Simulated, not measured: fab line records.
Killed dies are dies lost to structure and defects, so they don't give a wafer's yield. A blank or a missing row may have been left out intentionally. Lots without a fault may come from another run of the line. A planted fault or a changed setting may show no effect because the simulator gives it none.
fab line records    flow sky130
record: lots: 10  wafers: 30  last-day: 50
route steps=708 shown SD_P@330 LI_CONTACT@363 VIA3@594 PAD_OPEN@708
lots untouched by any fault: they come from a run of this same line in which no faults occurred
start-h: start of the lot's first displayed wafer, in hours after the record's first day    wait-h: hours since the lot's step before    " as in the row above    L1.1+2: a row that stands for several wafers    - no value, or no start was given    * or withheld: withheld    < > ~ a bound
route shown NAME@n: names a module that has steps shown in the file, with the first one's number in the route    usual: average and standard deviation across the fault-free wafers    same: alike in all rows    chamber/n: place in a boat    sites: readings site by site    _std_site: the values' standard deviation    _edge_site: mean of outer sites minus mean of inner sites    radius-mm: for every site, how far away it sits from the centre of the wafer    mask NAME#n: copy n    behind: the last tool/chamber to shape the wafer    hold: cause of the lot's hold/its duration in hours/its outcome    device: names the non-switching transistor (n, p or np)    end of line: at the end of the route, the tests of the same wafers    a step without rows: its recipe alone    killed: not the wafer's yield, but the dies lost to structure and defects at the first sort    map: per-die view of a wafer (x killed, . not killed, _ where there is no die)
set.NAME: the setting the step ran with; set.NAME@STEP: the setting that earlier step ran with    model.NAME: the simulator's own value behind a step, which no gauge read
route steps across a sampled set of lots; one table per step, one row per wafer
services: from which hour (start-h, from the record's first day; less than 0 if before it) a tool's chamber was out of use, for how many hours, and why
== steps ==
step: SKY_SD_P_STRIP_10
recipe: chemistry: O2/N2  power-w: 1400  pressure-mtorr: 1500  platen-temp-c: withheld  o2-flow-sccm: 3000  n2-flow-sccm: 300  overash-fraction: 0.5
usual: drypump-motor-current-A: 5.7/0.51  o2-flow-sccm: 3002/8.5  oes-product-au: 0.617/0.0043  strip-time-to-endpoint-s: 17.49/0.038
lot.wafer  tool             chamber  start-h  wait-h  drypump-motor-current-A  o2-flow-sccm  oes-product-au  rf-hours-counter-h  strip-time-to-endpoint-s
L694.1     plasma-asher-02  0        598.07   0.1     5.2                      3015          0.615           17                  17.50
L694.5     "                1        "        "       5.4                      3008          0.618           -                   17.44
L694.6     "                0        "        "       5.2                      3006          0.612           -                   17.48
L695.4     plasma-asher-01  1        613.27   0.1     6.5                      3006          0.618           -                   17.45
L695.5     "                0        "        "       5.8                      2986          0.615           -                   17.45
L695.6     "                1        "        "       6.5                      3002          0.613           -                   17.49
L698.1     plasma-asher-02  1        651.02   0.1     5.6                      2994          0.611           22                  17.43
L698.2     "                0        "        "       5.2                      3004          0.616           22                  17.45
L698.3     "                1        "        "       5.6                      2997          0.612           -                   17.43
L704.2     plasma-asher-01  0        689.07   0.1     5.7                      2992          0.619           58                  17.56
L704.3     "                1        "        "       6.5                      2989          0.615           -                   17.51
L704.5     "                1        "        "       6.6                      3007          0.617           -                   17.56
L706.2     plasma-asher-01  1        715.89   0.1     6.5                      3003          0.624           61                  17.41
L706.3     "                0        "        "       5.7                      2994          0.613           -                   17.45
L706.4     "                1        "        "       6.5                      3003          0.610           -                   17.42
L707.2     plasma-asher-01  0        720.12   0.1     5.7                      2994          0.619           61                  17.45
L707.4     "                1        "        "       6.5                      3007          0.624           -                   17.46
L707.6     "                1        "        "       6.5                      2996          0.619           -                   17.50
L710.2     plasma-asher-04  1        741.47   0.1     5.2                      3001          0.620           91                  17.49
L710.3     "                1        "        "       5.2                      3001          0.615           -                   17.47
L710.5     "                0        "        "       6.2                      3011          0.622           -                   17.50
L711.1     plasma-asher-02  1        745.61   0.1     5.5                      3005          0.622           31                  17.45
L711.2     "                0        "        "       5.2                      3011          0.621           31                  17.48
L711.6     "                1        "        "       5.5                      3003          0.610           -                   17.49
L712.1     plasma-asher-04  1        746.14   0.1     5.2                      2994          0.621           92                  17.46
L712.2     "                0        "        "       6.3                      2991          0.616           92                  17.44
L712.3     "                1        "        "       5.2                      3010          0.613           -                   17.46
L714.2     plasma-asher-04  1        767.71   0.1     5.2                      3007          0.620           94                  17.51
L714.3     "                1        "        "       5.2                      3002          0.622           -                   17.50
L714.5     "                0        "        "       6.3                      2984          0.615           -                   17.52
step: SKY_LI_CONTACT_THK_MEAS_01
recipe: reads: PSG_of_LI_CONTACT_HDPCVD_00
usual: LI_CONTACT_HDPCVD_THK: 931/8.5
lot.wafer  tool           chamber  start-h  wait-h  LI_CONTACT_HDPCVD_THK[nm]
L694.1     film-metro-04  -        656.13   0.1     929
L694.5     "              -        "        "       930
L694.6     "              -        "        "       934
L695.4     film-metro-02  -        670.39   0.0     925
L695.5     "              -        "        "       924
L695.6     "              -        "        "       930
L698.1     film-metro-02  -        708.71   0.1     943
L698.2     "              -        "        "       931
L698.3     "              -        "        "       937
L704.2     film-metro-02  -        745.67   0.1     928
L704.3     "              -        "        "       934
L704.5     "              -        "        "       938
L706.2     film-metro-04  -        771.55   0.1     927
L706.3     "              -        "        "       923
L706.4     "              -        "        "       933
L707.2     film-metro-01  -        776.02   0.1     936
L707.4     "              -        "        "       930
L707.6     "              -        "        "       940
L710.2     film-metro-02  -        797.06   0.1     938
L710.3     "              -        "        "       928
L710.5     "              -        "        "       937
L711.1     film-metro-02  -        801.43   0.1     933
L711.2     "              -        "        "       945
L711.6     "              -        "        "       937
L712.1     film-metro-02  -        802.34   0.1     925
L712.2     "              -        "        "       919
L712.3     "              -        "        "       931
L714.2     film-metro-02  -        823.49   0.1     919
L714.3     "              -        "        "       915
L714.5     "              -        "        "       918
step: SKY_LI_CONTACT_SPUTTER_20
recipe: material: TiN  target-thk-nm: 20  chamber-pressure-pa: 5  power-w: 4000  time-s: 80
usual: chamber-pressure-pa: 5.000/0.0098  throttle-valve-pct: 30.1/1.4
lot.wafer  tool            chamber  start-h  wait-h  chamber-pressure-pa  throttle-valve-pct
L694.1     pvd-sputter-01  -        685.70   0.0     5.023                28.6
L694.5     "               -        "        "       5.010                28.8
L694.6     "               -        "        "       4.995                28.8
L695.4     pvd-sputter-01  -        698.91   0.0     5.010                29.4
L695.5     "               -        "        "       5.000                29.4
L695.6     "               -        "        "       5.019                31.3
L698.1     pvd-sputter-04  -        737.55   0.0     5.003                30.8
L698.2     "               -        "        "       4.992                28.6
L698.3     "               -        "        "       4.978                30.0
L704.2     pvd-sputter-01  -        773.76   0.0     5.000                28.7
L704.3     "               -        "        "       5.012                29.4
L704.5     "               -        "        "       4.982                31.0
L706.2     pvd-sputter-04  -        800.26   0.0     5.004                28.3
L706.3     "               -        "        "       4.997                30.6
L706.4     "               -        "        "       5.004                33.1
L707.2     pvd-sputter-04  -        804.15   0.0     4.988                33.0
L707.4     "               -        "        "       4.990                29.9
L707.6     "               -        "        "       4.993                32.9
L710.2     pvd-sputter-01  -        825.29   0.0     5.000                28.8
L710.3     "               -        "        "       4.996                28.5
L710.5     "               -        "        "       5.019                28.8
L711.1     pvd-sputter-04  -        829.11   0.0     5.001                28.5
L711.2     "               -        "        "       5.005                30.7
L711.6     "               -        "        "       5.004                32.9
L712.1     pvd-sputter-04  -        830.14   0.0     5.009                29.6
L712.2     "               -        "        "       4.987                28.6
L712.3     "               -        "        "       4.999                32.9
L714.2     pvd-sputter-02  -        851.36   0.0     5.012                30.1
L714.3     "               -        "        "       4.996                28.9
L714.5     "               -        "        "       4.996                30.0
step: SKY_VIA3_CVD_21
recipe: material: W  target-thk-nm: 390  time-s: 117.31  temp-c: 400  pressure-torr: 40
usual: chamber-pressure-Torr: 40.02/0.083  heater-power-w: 831/19
lot.wafer  tool      chamber  start-h  wait-h  chamber-pressure-Torr  heater-power-w
L694.1     cvd-w-01  1        940.15   0.0     40.04                  811
L694.5     "         1        "        "       40.14                  800
L694.6     "         0        "        "       39.99                  848
L695.4     cvd-w-01  1        950.49   0.1     33.80                  802
L695.5     "         0        "        "       39.99                  813
L695.6     "         1        "        "       34.01                  824
L698.1     cvd-w-01  0        983.42   0.0     40.04                  842
L698.2     "         1        "        "       33.63                  826
L698.3     "         0        "        "       40.15                  828
L704.2     cvd-w-02  1        1014.83  0.1     40.01                  863
L704.3     "         0        "        "       39.99                  831
L704.5     "         0        "        "       39.96                  847
L706.2     cvd-w-02  1        1035.44  0.0     40.07                  865
L706.3     "         0        "        "       40.12                  827
L706.4     "         1        "        "       39.96                  875
L707.2     cvd-w-01  0        1041.13  0.0     40.01                  814
L707.4     "         1        "        "       39.97                  815
L707.6     "         1        "        "       40.02                  819
L710.2     cvd-w-02  1        1057.87  0.0     39.94                  834
L710.3     "         1        "        "       40.07                  850
L710.5     "         0        "        "       39.99                  850
L711.1     cvd-w-01  1        1059.93  0.0     39.96                  804
L711.2     "         0        "        "       40.14                  827
L711.6     "         1        "        "       40.02                  845
L712.1     cvd-w-02  0        1061.41  0.0     40.13                  841
L712.2     "         1        "        "       40.04                  835
L712.3     "         0        "        "       39.94                  865
L714.2     cvd-w-01  1        1080.72  0.0     40.24                  824
L714.3     "         1        "        "       39.94                  806
L714.5     "         0        "        "       40.00                  843
step: SKY_VIA3_RS_MEAS_22
recipe: thk-meas-gauge: four-point-probe  reads: W_of_VIA3_CVD_21+TiN_of_VIA3_SPUTTER_20
usual: VIA3_W_RS: 0.294/0.0036
lot.wafer  tool           chamber  start-h  wait-h  hold                      VIA3_W_RS[ohm/sq]
L694.1     film-metro-02  -        940.28   0.1     -                         0.288
L694.5     "              -        "        "       -                         0.293
L694.6     "              -        "        "       -                         0.295
L695.4     film-metro-01  -        950.63   0.1     await-dispo/0.2h/release  0.310
L695.5     "              -        "        "       await-dispo/0.2h/release  0.291
L695.6     "              -        "        "       await-dispo/0.2h/release  0.310
L695.4     film-metro-01  -        950.92   0.3     -                         0.310
L695.5     "              -        "        "       -                         0.292
L695.6     "              -        "        "       -                         0.310
L698.1     film-metro-01  -        983.63   0.2     await-dispo/0.2h/release  0.301
L698.2     "              -        "        "       await-dispo/0.2h/release  0.325
L698.3     "              -        "        "       await-dispo/0.2h/release  0.298
L698.1     film-metro-01  -        984.12   0.5     -                         0.301
L698.2     "              -        "        "       -                         0.325
L698.3     "              -        "        "       -                         0.298
L704.2     film-metro-04  -        1014.98  0.1     -                         0.289
L704.3     "              -        "        "       -                         0.291
L704.5     "              -        "        "       -                         0.292
L706.2     film-metro-01  -        1035.58  0.1     -                         0.296
L706.3     "              -        "        "       -                         0.295
L706.4     "              -        "        "       -                         0.296
L707.2     film-metro-02  -        1041.27  0.1     -                         0.300
L707.4     "              -        "        "       -                         0.294
L707.6     "              -        "        "       -                         0.294
L710.2     film-metro-04  -        1058.01  0.1     -                         0.291
L710.3     "              -        "        "       -                         0.290
L710.5     "              -        "        "       -                         0.292
L711.1     film-metro-04  -        1060.05  0.1     -                         0.292
L711.2     "              -        "        "       -                         0.295
L711.6     "              -        "        "       -                         0.294
L712.1     film-metro-04  -        1061.53  0.1     -                         0.296
L712.2     "              -        "        "       -                         0.301
L712.3     "              -        "        "       -                         0.297
L714.2     film-metro-04  -        1080.87  0.1     -                         0.293
L714.3     "              -        "        "       -                         0.293
L714.5     "              -        "        "       -                         0.295
step: SKY_VIA3_THK_MEAS_23
recipe: thk-meas-gauge: xrf  reads: W_of_VIA3_CVD_21
usual: VIA3_W_THK: 404/6.2
lot.wafer  tool           chamber  start-h  wait-h  hold                      VIA3_W_THK[nm]
L694.1     film-metro-02  -        940.40   0.1     -                         408
L694.5     "              -        "        "       -                         402
L694.6     "              -        "        "       -                         402
L695.4     film-metro-01  -        952.52   1.6     await-dispo/1.5h/release  389
L695.5     "              -        "        "       await-dispo/1.5h/release  414
L695.6     "              -        "        "       await-dispo/1.5h/release  388
L698.1     film-metro-01  -        988.03   3.9     await-dispo/0.2h/release  396
L698.2     "              -        "        "       await-dispo/0.2h/release  365
L698.3     "              -        "        "       await-dispo/0.2h/release  403
L698.1     film-metro-01  -        988.31   0.3     -                         395
L698.2     "              -        "        "       -                         366
L698.3     "              -        "        "       -                         404
L704.2     film-metro-04  -        1015.09  0.1     -                         411
L704.3     "              -        "        "       -                         409
L704.5     "              -        "        "       -                         407
L706.2     film-metro-01  -        1035.69  0.1     -                         400
L706.3     "              -        "        "       -                         402
L706.4     "              -        "        "       -                         402
L707.2     film-metro-02  -        1041.38  0.1     -                         390
L707.4     "              -        "        "       -                         396
L707.6     "              -        "        "       -                         397
L710.2     film-metro-04  -        1058.12  0.1     -                         406
L710.3     "              -        "        "       -                         410
L710.5     "              -        "        "       -                         408
L711.1     film-metro-04  -        1060.17  0.1     -                         406
L711.2     "              -        "        "       -                         405
L711.6     "              -        "        "       -                         405
L712.1     film-metro-04  -        1061.65  0.1     -                         401
L712.2     "              -        "        "       -                         394
L712.3     "              -        "        "       -                         398
L714.2     film-metro-04  -        1080.98  0.1     -                         408
L714.3     "              -        "        "       -                         412
L714.5     "              -        "        "       -                         408
step: SKY_PAD_OPEN_PROBE_99
usual: defect-limited-yield: 82.5/1.9  killed_at_M0_to_M3: 44/6.4  killed_at_M4_up: 3.4/2.1  killed-at-contacts: 23/5  killed-at-front-end: 15/4.5  killed-at-other: 0.3/0.54  killed-dies: 86/9.5  killed-open: 48/6.9  killed-short: 38/5.9  sort_bin_3_pad_short: 0.8/0.44  sort_bin_5_function: 10.5/1.6  sort_bin_6_memory: 6.1/1.1  sort-n-pass: 406/9.5  sort-yield-pct: 82.5/1.9
same: gross-dies: 492  killed-at-back-side: 0  sort_bin_4_leakage[%]: 0  sort_bin_8_speed[%]: 0
lot.wafer  tool       chamber  start-h  wait-h  defect-limited-yield[%]  killed_at_M0_to_M3  killed_at_M4_up  killed-at-contacts  killed-at-front-end  killed-at-other  killed-dies  killed-open  killed-short  sort_bin_3_pad_short[%]  sort_bin_5_function[%]  sort_bin_6_memory[%]  sort-n-pass  sort-yield-pct[%]
L704.2     prober-02  -        1147.63  0.1     83.3                     47                  5                23                  7                    0                82           52           30            1.2                      10.2                    5.3                   410          83.3
L704.3     prober-02  -        1147.68  0.2     78.9                     50                  4                24                  26                   0                104          59           44            1.6                      12.2                    7.3                   388          78.9
L704.5     prober-02  -        1147.78  0.2     79.9                     51                  6                28                  14                   0                99           59           38            1.0                      13.8                    5.3                   393          79.9
killed by level:class
L704.2 VIA1:geometric-particle:open=16 CONTACT:geometric-particle:open=8 LI_CONTACT:geometric-particle:open=6 VIA2:geometric-particle:open=6 VIA1:geometric-particle:short=5 VIA3:geometric-particle:open=5 FIELD_ISO:geometric-particle:open=4 LI_CONTACT:geometric-particle:short=3
L704.3 VIA1:geometric-particle:open=16 CONTACT:geometric-particle:open=12 FIELD_ISO:geometric-particle:short=9 CONTACT:geometric-particle:short=8 VIA1:geometric-particle:short=7 VIA3:geometric-particle:open=7 POLY_GATE:geometric-particle:short=6 VIA2:geometric-particle:open=5
L704.5 CONTACT:geometric-particle:open=15 VIA1:geometric-particle:open=15 VIA2:geometric-particle:open=10 METAL2:geometric-particle:short=6 METAL4:geometric-particle:short=5 METAL1:geometric-particle:short=4 LI_CONTACT:geometric-particle:open=3 LOCAL_INTERCONNECT:geometric-particle:short=3
== services ==
tool             chamber  start-h  hours  kind
pvd-sputter-01   -        587.90   4.7    repair
pvd-sputter-01   -        611.49   2.6    repair
cvd-w-02         1        648.32   7.0    repair
cvd-w-02         0        659.99   3.4    repair
plasma-asher-02  -        661.08   13.5   repair
plasma-asher-01  -        662.93   3.4    repair
pvd-sputter-01   -        667.18   0.6    repair
plasma-asher-01  -        672.36   1.1    repair
cvd-w-02         -        675.71   4.0    repair
cvd-w-02         0        713.06   20.5   repair
plasma-asher-01  -        754.35   14.6   pm
pvd-sputter-04   -        763.78   5.0    repair
cvd-w-02         -        769.83   0.5    repair
cvd-w-02         -        798.67   0.3    repair
pvd-sputter-01   -        803.96   12.1   repair
pvd-sputter-01   -        810.40   4.9    repair
cvd-w-01         -        864.74   6.9    pm
pvd-sputter-01   -        901.17   3.3    repair
cvd-w-02         -        904.00   14.0   pm
plasma-asher-01  -        925.21   3.6    repair
plasma-asher-01  -        945.77   7.7    repair
cvd-w-01         -        1013.81  6.3    repair
pvd-sputter-01   -        1048.57  3.3    repair
cvd-w-02         1        1073.38  10.2   repair
== key ==
first-sign: step: SKY_VIA3_CVD_21  reading: chamber-pressure-Torr  direction: down  sigmas: 75  usual: 40.02  struck: 33.81
effect: step: SKY_VIA3_RS_MEAS_22  reading: visit  direction: added
effect: step: SKY_VIA3_RS_MEAS_22  reading: VIA3_W_RS  direction: up  sigmas: 5.7  usual: 0.294  struck: 0.315
effect: step: SKY_VIA3_THK_MEAS_23  reading: VIA3_W_THK  direction: down  sigmas: 3.6  usual: 404  struck: 381
met-at SKY_VIA3_CVD_21
struck-lots L695,L698
struck-wafers L695.4,L695.6,L698.2
not-acting-at SKY_SD_P_STRIP_10,SKY_LI_CONTACT_THK_MEAS_01,SKY_LI_CONTACT_SPUTTER_20
onset-between 940.15 950.49
fault: kind: process-parameter-drift  tool: cvd-w-01  chamber: 1  onset-h: 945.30  steps: SKY_VIA3_CVD_21  channel: pressure-torr  offset: -6.1835  shape: step  end-h: 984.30  acts-in: these-recipes-only  stated: 40
